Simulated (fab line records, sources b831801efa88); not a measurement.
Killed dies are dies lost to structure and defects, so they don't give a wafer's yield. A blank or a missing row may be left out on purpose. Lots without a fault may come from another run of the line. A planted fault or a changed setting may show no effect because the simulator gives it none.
One fault seen from 2 desks | flow sky130 | each desk has only its own numbers; what lay behind them comes last

THE TOOL OWNER'S DESK: litho_track-03
The tool's own readings at SKY_VIA3_DEVELOP_11 (develop time 60 s): means of the sampled wafers that have a number, for each lot that ran on this tool. A lot is out of limits, marked OUT, if its mean lies more than 4 standard deviations from the usual mean; the brackets give that distance.
Columns: A = developer_temp_C at SKY_VIA3_DEVELOP_11, usual 20.98 C
lot  | first seen here | A
L803 | day 42 00:00    | 21.01
L811 | day 44 07:00    | 21.01
L812 | day 44 16:00    | 20.24 (-7.4) OUT
L814 | day 45 08:00    | 20.05 (-9.3) OUT
This desk's finding: out of limits on L812, L814; first on L812, day 44 16:00 (developer_temp_C at SKY_VIA3_DEVELOP_11). In limits: L803, L811.

THE METROLOGY DESK
What the gauges read, lot by lot, whatever tool the lot ran on: means of the sampled wafers that have a number. A lot is out of limits, marked OUT, if its mean lies more than 4 standard deviations from the usual mean; the brackets give that distance.
Columns: A = METAL3_OVL at SKY_METAL3_OVL_MEAS_14, usual 2 nm
lot  | first seen here | A
L798 | day 39 13:14    | 1
L800 | day 39 23:10    | 8
L801 | day 40 13:04    | 2
L802 | day 40 19:44    | 5
L803 | day 40 22:56    | 1
L805 | day 41 17:56    | -1
L811 | day 43 05:43    | -6
L812 | day 43 16:23    | 2
L813 | day 43 21:38    | 9
L814 | day 44 08:43    | 1
L815 | day 44 14:13    | -3
L817 | day 44 19:07    | 3
L820 | day 45 12:29    | 8
This desk's finding: nothing out of limits on any of the 13 lots.

PUT TOGETHER
The tool owner's desk could have raised an alarm at day 44 16:00, on L812, L814.
The metrology desk saw nothing out of limits.
The metrology desk has L812, L814 on record, within its limits.
Of the lots named, all ran SKY_VIA3_DEVELOP_11 on litho_track-03.

WHAT THE SIMULATOR HAD PUT IN
Process parameter drift: litho_track-03, from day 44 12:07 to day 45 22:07, at SKY_VIA3_DEVELOP_11. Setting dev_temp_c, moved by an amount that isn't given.
Lots struck among those shown: L812, L814.
Hours from the fault's start to each desk's first reading out of limits: the tool owner's desk, 4.
